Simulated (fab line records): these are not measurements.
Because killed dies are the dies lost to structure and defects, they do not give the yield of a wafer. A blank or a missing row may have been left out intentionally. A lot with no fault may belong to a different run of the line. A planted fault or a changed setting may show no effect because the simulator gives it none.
fab line records | flow sky130
record: lots: 7 | wafers: 21 | last-day: 49
route steps=708 shown POLY_GATE@234 LDD_N@237
lots untouched by any fault: they come from a run of this same line in which no faults occurred
start-h: hours from the record's first day to the start of the lot's first wafer shown | wait-h: hours from the lot's prior step to this one | " unchanged from the row above | L1.1+2: one row covering several wafers at once | - value missing, or start not given | * or withheld: withheld | < > ~ a bound
route shown NAME@n: names a module that has steps shown in the file, with the first one's number in the route | usual: the fault-free wafers' mean and standard deviation | same: alike in all rows | chamber/n: place in a boat | sites: the reading at each site | _std_site: standard deviation of those values | _edge_site: outer sites' mean less inner sites' | radius-mm: how far each site lies from the wafer's centre | mask NAME#n: copy n | behind: the last tool/chamber to shape the wafer | hold: cause of the lot's hold/its duration in hours/its outcome | device: names the non-switching transistor (n, p or np) | end of line: the tests these same wafers got at the end of their route | a step with no rows: only its recipe | killed: not the wafer's yield, but the dies lost to structure and defects at the first sort | map: a wafer's dies, x killed, . not, _ none there
set.NAME: setting as actually run; set.NAME@STEP: the setting as run at that earlier step | model.NAME: the simulator's own value behind a step, which no gauge read
a table for each step, a row for each wafer; lots at some steps of the route
services: a tool's chamber out of use, with start hour (start-h, from the record's first day; less than 0 if before it), hours out, and reason
== steps ==
step: SKY_POLY_GATE_OXIDATION_20
recipe: temp-c: 850 | ambient: O2 | stabilise-s: 600 | purge-s: 300 | target-thk-a: 40 | ox-time-s: 899
step: SKY_POLY_GATE_THK_MEAS_21
recipe: reads: SiO2_of_POLY_GATE_OXIDATION_20
usual: POLY_GATE_OXIDATION_THK: 4.01/0.091
lot.wafer | tool          | chamber | start-h | wait-h | POLY_GATE_OXIDATION_THK[nm]
L891.2    | film-metro-01 | -       | 458.27  | 0.0    | 4.03
L891.3    | "             | -       | "       | "      | 4.00
L891.6    | "             | -       | "       | "      | 4.04
L894.1    | film-metro-01 | -       | 486.27  | 0.0    | 4.07
L894.3    | "             | -       | "       | "      | 4.03
L894.4    | "             | -       | "       | "      | 4.11
L895.1    | film-metro-04 | -       | 492.50  | 0.0    | 4.27
L895.3    | "             | -       | "       | "      | 4.08
L895.6    | "             | -       | "       | "      | 4.13
L896.2    | film-metro-01 | -       | 502.81  | 0.0    | 4.00
L896.5    | "             | -       | "       | "      | 4.04
L896.6    | "             | -       | "       | "      | 4.09
L899.1    | film-metro-01 | -       | 528.25  | 0.0    | 4.08
L899.3    | "             | -       | "       | "      | 4.03
L899.6    | "             | -       | "       | "      | 4.07
L901.1    | film-metro-01 | -       | 538.87  | 0.0    | 4.11
L901.4    | "             | -       | "       | "      | 4.03
L901.6    | "             | -       | "       | "      | 4.02
L902.3    | film-metro-04 | -       | 547.82  | 0.0    | 4.02
L902.4    | "             | -       | "       | "      | 4.05
L902.5    | "             | -       | "       | "      | 4.11
step: SKY_POLY_GATE_CD_MEAS_22
usual: cd-nm: 150.3/2.1
lot.wafer | tool      | chamber | start-h | wait-h | cd-nm
L891.2    | cd-sem-02 | -       | 458.35  | 0.1    | 152.9
L891.3    | "         | -       | "       | "      | 150.9
L891.6    | "         | -       | "       | "      | 150.6
L894.1    | cd-sem-02 | -       | 486.33  | 0.1    | 150.1
L894.3    | "         | -       | "       | "      | 149.4
L894.4    | "         | -       | "       | "      | 150.6
L895.1    | cd-sem-02 | -       | 492.56  | 0.1    | 151.6
L895.3    | "         | -       | "       | "      | 149.7
L895.6    | "         | -       | "       | "      | 151.6
L896.2    | cd-sem-01 | -       | 502.89  | 0.1    | 148.7
L896.5    | "         | -       | "       | "      | 151.2
L896.6    | "         | -       | "       | "      | 147.9
L899.1    | cd-sem-02 | -       | 528.31  | 0.1    | 152.1
L899.3    | "         | -       | "       | "      | 148.9
L899.6    | "         | -       | "       | "      | 149.8
L901.1    | cd-sem-01 | -       | 538.93  | 0.1    | 150.0
L901.4    | "         | -       | "       | "      | 146.1
L901.6    | "         | -       | "       | "      | 150.6
L902.3    | cd-sem-01 | -       | 547.91  | 0.1    | 150.1
L902.4    | "         | -       | "       | "      | 146.4
L902.5    | "         | -       | "       | "      | 156.9
step: SKY_LDD_N_DEHYDRATE_00
recipe: temp-c: 200 | time-s: 60
step: SKY_LDD_N_HMDS_01
recipe: prime-time-s: 60 | prime-temp-c: 120
step: SKY_LDD_N_COAT_02
recipe: resist: NOVOLAK | spin-rpm: 2967 | resist-thk-nm: 300
step: SKY_LDD_N_SOFTBAKE_03
recipe: temp-c: 90 | time-s: 60 | resist: NOVOLAK
step: SKY_LDD_N_EXPOSE_04
recipe: mask-id: NTM | target-cd-nm: 840 | na: 0.6 | source-shape: conventional | sigma-outer: 0.6 | dose-mj: 110
step: SKY_LDD_N_PEB_05
recipe: temp-c: withheld | time-s: * | resist: NOVOLAK
step: SKY_LDD_N_DEVELOP_06
recipe: develop-time-s: 60 | dev-temp-c: 23
step: SKY_LDD_N_OVL_MEAS_07
usual: LDD_N_OVL: -1.6/1.3
lot.wafer | tool       | chamber | start-h | wait-h | LDD_N_OVL[nm]
L891.2    | overlay-02 | -       | 488.22  | 0.1    | -1.5
L891.3    | "          | -       | "       | "      | -3.2
L891.6    | "          | -       | "       | "      | -2.4
L894.1    | overlay-02 | -       | 516.97  | 0.1    | -3.0
L894.3    | "          | -       | "       | "      | -3.4
L894.4    | "          | -       | "       | "      | -3.9
L895.1    | overlay-01 | -       | 524.00  | 0.1    | -1.3
L895.3    | "          | -       | "       | "      | -3.0
L895.6    | "          | -       | "       | "      | -2.7
L896.2    | overlay-01 | -       | 533.86  | 0.1    | 0.0
L896.5    | "          | -       | "       | "      | 0.0
L896.6    | "          | -       | "       | "      | -0.6
L899.1    | overlay-02 | -       | 556.85  | 0.1    | -1.1
L899.3    | "          | -       | "       | "      | -0.8
L899.6    | "          | -       | "       | "      | -0.8
L901.1    | overlay-02 | -       | 568.36  | 0.1    | -0.8
L901.4    | "          | -       | "       | "      | -1.5
L901.6    | "          | -       | "       | "      | -0.7
L902.3    | overlay-02 | -       | 576.73  | 0.1    | -3.0
L902.4    | "          | -       | "       | "      | -3.7
L902.5    | "          | -       | "       | "      | -3.5
step: SKY_LDD_N_IMPLANT_08
recipe: species: As | energy-kev: 20 | dose-cm2: 7.5e+13 | tilt-deg: withheld | rotation-deg: 23
step: SKY_LDD_N_IMPLANT_09
recipe: species: As | energy-kev: 20 | dose-cm2: 7.5e+13 | tilt-deg: withheld | rotation-deg: 113
usual: beam-energy-keV: 20.002/0.0058 | beam-on-s: 9.98/0.18 | implant-ion-amu: 75/0
lot.wafer | tool         | chamber | start-h | wait-h | beam-energy-keV | beam-on-s | implant-ion-amu
L891.2    | implanter-04 | 0       | 488.42  | 0.1    | 20.014          | 9.70      | 75
L891.3    | "            | 0       | "       | "      | 20.008          | 9.90      | 75
L891.6    | "            | 0       | "       | "      | 20.001          | 10.09     | 75
L894.1    | implanter-04 | -       | 517.15  | 0.1    | -               | -         | -
L894.3    | "            | -       | "       | "      | -               | -         | -
L894.4    | "            | -       | "       | "      | -               | -         | -
L895.1    | implanter-04 | -       | 524.19  | 0.1    | -               | -         | -
L895.3    | "            | -       | "       | "      | -               | -         | -
L895.6    | "            | -       | "       | "      | -               | -         | -
L896.2    | implanter-02 | -       | 534.07  | 0.1    | -               | -         | -
L896.5    | "            | -       | "       | "      | -               | -         | -
L896.6    | "            | -       | "       | "      | -               | -         | -
L899.1    | implanter-04 | 0       | 557.04  | 0.1    | 20.009          | 9.88      | 75
L899.3    | "            | 0       | "       | "      | 20.002          | 9.86      | 75
L899.6    | "            | 0       | "       | "      | 20.001          | 9.89      | 75
L901.1    | implanter-01 | 0       | 568.55  | 0.1    | 20.015          | 9.81      | 75
L901.4    | "            | 0       | "       | "      | 20.007          | 10.02     | 75
L901.6    | "            | 0       | "       | "      | 20.009          | 9.87      | 75
L902.3    | implanter-04 | 0       | 576.95  | 0.1    | 20.002          | 10.24     | 75
L902.4    | "            | 0       | "       | "      | 19.995          | 9.69      | 75
L902.5    | "            | 0       | "       | "      | 20.005          | 10.21     | 75
step: SKY_LDD_N_IMPLANT_10
recipe: species: As | energy-kev: 20 | dose-cm2: 7.5e+13 | tilt-deg: withheld | rotation-deg: 203
step: SKY_LDD_N_IMPLANT_11
recipe: species: As | energy-kev: 20 | dose-cm2: 7.5e+13 | tilt-deg: withheld | rotation-deg: 293
step: SKY_LDD_N_IMPLANT_12
recipe: species: BF2 | energy-kev: 50 | dose-cm2: 5e+12 | tilt-deg: 30 | rotation-deg: 0
step: SKY_LDD_N_IMPLANT_13
recipe: species: BF2 | energy-kev: 50 | dose-cm2: 5e+12 | tilt-deg: 30 | rotation-deg: 90
step: SKY_LDD_N_IMPLANT_14
recipe: species: BF2 | energy-kev: 50 | dose-cm2: 5e+12 | tilt-deg: 30 | rotation-deg: 180
step: SKY_LDD_N_IMPLANT_15
recipe: species: BF2 | energy-kev: 50 | dose-cm2: 5e+12 | tilt-deg: 30 | rotation-deg: 270
step: SKY_LDD_N_STRIP_16
recipe: chemistry: O2/N2 | power-w: 1400 | pressure-mtorr: 1500 | platen-temp-c: withheld | o2-flow-sccm: 3000 | n2-flow-sccm: 300 | overash-fraction: 0.5
usual: drypump-motor-current-A: 5.4/0.32 | oes-product-au: 0.407/0.0042 | strip-time-to-endpoint-s: 4.338/0.013
lot.wafer | tool            | chamber | start-h | wait-h | drypump-motor-current-A | oes-product-au | rf-hours-counter-h | strip-time-to-endpoint-s
L891.2    | plasma-asher-03 | 1       | 489.45  | 0.1    | 5.1                     | 0.411          | 6                  | 4.333
L891.3    | "               | 1       | "       | "      | 5.1                     | 0.410          | -                  | 4.341
L891.6    | "               | 0       | "       | "      | 5.6                     | 0.404          | -                  | 4.328
L894.1    | plasma-asher-03 | 1       | 518.20  | 0.1    | 5.2                     | 0.408          | 9                  | 4.140
L894.3    | "               | 0       | "       | "      | 5.6                     | 0.406          | -                  | 4.155
L894.4    | "               | 1       | "       | "      | 5.2                     | 0.410          | -                  | 4.175
L895.1    | plasma-asher-04 | 0       | 525.24  | 0.1    | 5.0                     | 0.403          | 67                 | 4.168
L895.3    | "               | 0       | "       | "      | 5.0                     | 0.401          | -                  | 4.162
L895.6    | "               | 1       | "       | "      | 5.7                     | 0.409          | -                  | 4.164
L896.2    | plasma-asher-02 | 1       | 535.09  | 0.1    | 6.0                     | 0.409          | 86                 | 4.185
L896.5    | "               | 0       | "       | "      | 5.4                     | 0.403          | -                  | 4.180
L896.6    | "               | 1       | "       | "      | 6.0                     | 0.407          | -                  | 4.151
L899.1    | plasma-asher-02 | 0       | 558.09  | 0.1    | 5.4                     | 0.401          | 89                 | 4.350
L899.3    | "               | 1       | "       | "      | 6.0                     | 0.404          | -                  | 4.332
L899.6    | "               | 1       | "       | "      | 6.0                     | 0.408          | -                  | 4.325
L901.1    | plasma-asher-04 | 1       | 569.60  | 0.1    | 5.7                     | 0.401          | 71                 | 4.323
L901.4    | "               | 1       | "       | "      | 5.7                     | 0.411          | -                  | 4.343
L901.6    | "               | 1       | "       | "      | 5.7                     | 0.404          | -                  | 4.327
L902.3    | plasma-asher-03 | 0       | 577.98  | 0.1    | 5.6                     | 0.413          | -                  | 4.316
L902.4    | "               | 1       | "       | "      | 5.1                     | 0.407          | -                  | 4.320
L902.5    | "               | 0       | "       | "      | 5.6                     | 0.413          | -                  | 4.318
step: SKY_LDD_N_TW_MEAS_17
usual: LDD_N_TW: 2608/14
lot.wafer | tool          | chamber | start-h | wait-h | hold                     | LDD_N_TW
L891.2    | film-metro-01 | -       | 489.56  | 0.1    | -                        | 2608
L891.3    | "             | -       | "       | "      | -                        | 2617
L891.6    | "             | -       | "       | "      | -                        | 2619
L894.1    | film-metro-03 | -       | 518.30  | 0.1    | await-dispo/0.2h/release | 2456
L894.3    | "             | -       | "       | "      | await-dispo/0.2h/release | 2453
L894.4    | "             | -       | "       | "      | await-dispo/0.2h/release | 2466
L894.1    | film-metro-03 | -       | 518.53  | 0.2    | -                        | 2469
L894.3    | "             | -       | "       | "      | -                        | 2463
L894.4    | "             | -       | "       | "      | -                        | 2469
L895.1    | film-metro-01 | -       | 525.34  | 0.1    | await-dispo/0.2h/release | 2483
L895.3    | "             | -       | "       | "      | await-dispo/0.2h/release | 2472
L895.6    | "             | -       | "       | "      | await-dispo/0.2h/release | 2471
L895.1    | film-metro-01 | -       | 525.57  | 0.2    | -                        | 2481
L895.3    | "             | -       | "       | "      | -                        | 2469
L895.6    | "             | -       | "       | "      | -                        | 2481
L896.2    | film-metro-01 | -       | 535.20  | 0.1    | await-dispo/0.2h/release | 2476
L896.5    | "             | -       | "       | "      | await-dispo/0.2h/release | 2476
L896.6    | "             | -       | "       | "      | await-dispo/0.2h/release | 2480
L896.2    | film-metro-01 | -       | 535.43  | 0.2    | -                        | 2476
L896.5    | "             | -       | "       | "      | -                        | 2462
L896.6    | "             | -       | "       | "      | -                        | 2483
L899.1    | film-metro-04 | -       | 558.19  | 0.1    | -                        | 2615
L899.3    | "             | -       | "       | "      | -                        | 2615
L899.6    | "             | -       | "       | "      | -                        | 2589
L901.1    | film-metro-01 | -       | 569.70  | 0.1    | -                        | 2598
L901.4    | "             | -       | "       | "      | -                        | 2607
L901.6    | "             | -       | "       | "      | -                        | 2615
L902.3    | film-metro-04 | -       | 578.07  | 0.1    | -                        | 2594
L902.4    | "             | -       | "       | "      | -                        | 2597
L902.5    | "             | -       | "       | "      | -                        | 2603
== services ==
tool            | chamber | start-h | hours | kind
implanter-04    | -       | 475.84  | 3.1   | pm
implanter-02    | -       | 497.25  | 0.5   | repair
plasma-asher-02 | -       | 514.04  | 2.8   | pm
implanter-02    | -       | 556.85  | 12.1  | pm
implanter-01    | -       | 570.87  | 5.2   | repair
implanter-04    | -       | 574.46  | 1.0   | repair
implanter-02    | -       | 577.02  | 1.0   | repair
implanter-01    | -       | 577.88  | 3.2   | pm
== key ==
first-sign: step: SKY_LDD_N_IMPLANT_09 | reading: tool-record | direction: missing
effect: step: SKY_LDD_N_STRIP_16 | reading: strip-time-to-endpoint-s | direction: down | sigmas: 13 | usual: * | struck: *
effect: step: SKY_LDD_N_TW_MEAS_17 | reading: visit | direction: added
effect: step: SKY_LDD_N_TW_MEAS_17 | reading: LDD_N_TW | direction: down | sigmas: 10 | usual: 2608 | struck: 2470
met-at SKY_LDD_N_IMPLANT_09
struck-wafers L894.1,L894.3,L894.4,L895.1,L895.3,L895.6,L896.2,L896.5,L896.6
later-rows-left-out L894.1,L894.3,L894.4,L895.1,L895.3,L895.6,L896.2,L896.5,L896.6
sort-left-out L894.1,L894.3,L894.4,L895.1,L895.3,L895.6,L896.2,L896.5,L896.6
tester-left-out L894,L895,L896
onset-between 488.42 517.15
fault: kind: skipped-step-whole | tool: implanter-02,implanter-04 | chamber: - | onset-h: 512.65 | steps: SKY_LDD_N_IMPLANT_09 | scope: struck-lots-only
tester-left-out: of these lots the tester's yield and bins aren't shown, on N5 and GAA mostly nor the transistor test; their killed dies are dies lost to structure and defects alone, not to doping, threshold or leakage, so they don't give the yield
sort-left-out: the simulated sort isn't trusted on such a fault, so these wafers' sort isn't shown, and their yield isn't known
later-rows-left-out: the simulator's readings of these wafers behind a module that went badly wrong aren't trusted and aren't shown, but for the sort
